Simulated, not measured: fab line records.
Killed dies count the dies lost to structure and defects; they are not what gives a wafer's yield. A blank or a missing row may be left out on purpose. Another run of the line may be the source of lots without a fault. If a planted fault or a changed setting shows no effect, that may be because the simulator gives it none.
Which of the tools did it? | flow sky130 | 6 lots (18 wafers sampled), 1 step of a 708-step route

WHAT THE GAUGES READ, wafer by wafer
SKY_FIELD_ISO_BOW_MEAS_00.
lot  | measured    | on            | INCOMING_BOW (um)
L741 | day 1 20:01 | film metro-04 | 7 8 5
L746 | day 2 21:01 | film metro-02 | 1 1 5
L749 | day 3 12:02 | film metro-03 | -3 8 -3
L755 | day 4 18:00 | film metro-03 | -5 6 -3
L757 | day 5 04:00 | film metro-04 | 9 -8 7
L762 | day 6 05:00 | film metro-02 | 16 -7 1

TOOL THAT RAN EACH LOT (tool first, then ch and the chambers of the sampled wafers, then the start)
There is no process step in the record ahead of these readings.

THE ANSWER, worked out from the rows above alone
Rule: usual is defined by the lots themselves. The widest of any qualifying gaps counts: lots, ordered by their means at a reading, are off when they make up no more than a third of the lots, leave a main group of 4 or more, and stand apart from it by 3 or more times the standard deviation of that group's means. A main group whose means are all the same, to the digits that the tables above print for the reading, isn't used. Also off: a lot with no number at a reading for which 4 or more lots have one. Any other lot the step has rows for is counted as sound.
None of the lots is off at any reading shown; this tells nothing.

WHAT HAD BEEN PUT IN BY THE SIMULATOR
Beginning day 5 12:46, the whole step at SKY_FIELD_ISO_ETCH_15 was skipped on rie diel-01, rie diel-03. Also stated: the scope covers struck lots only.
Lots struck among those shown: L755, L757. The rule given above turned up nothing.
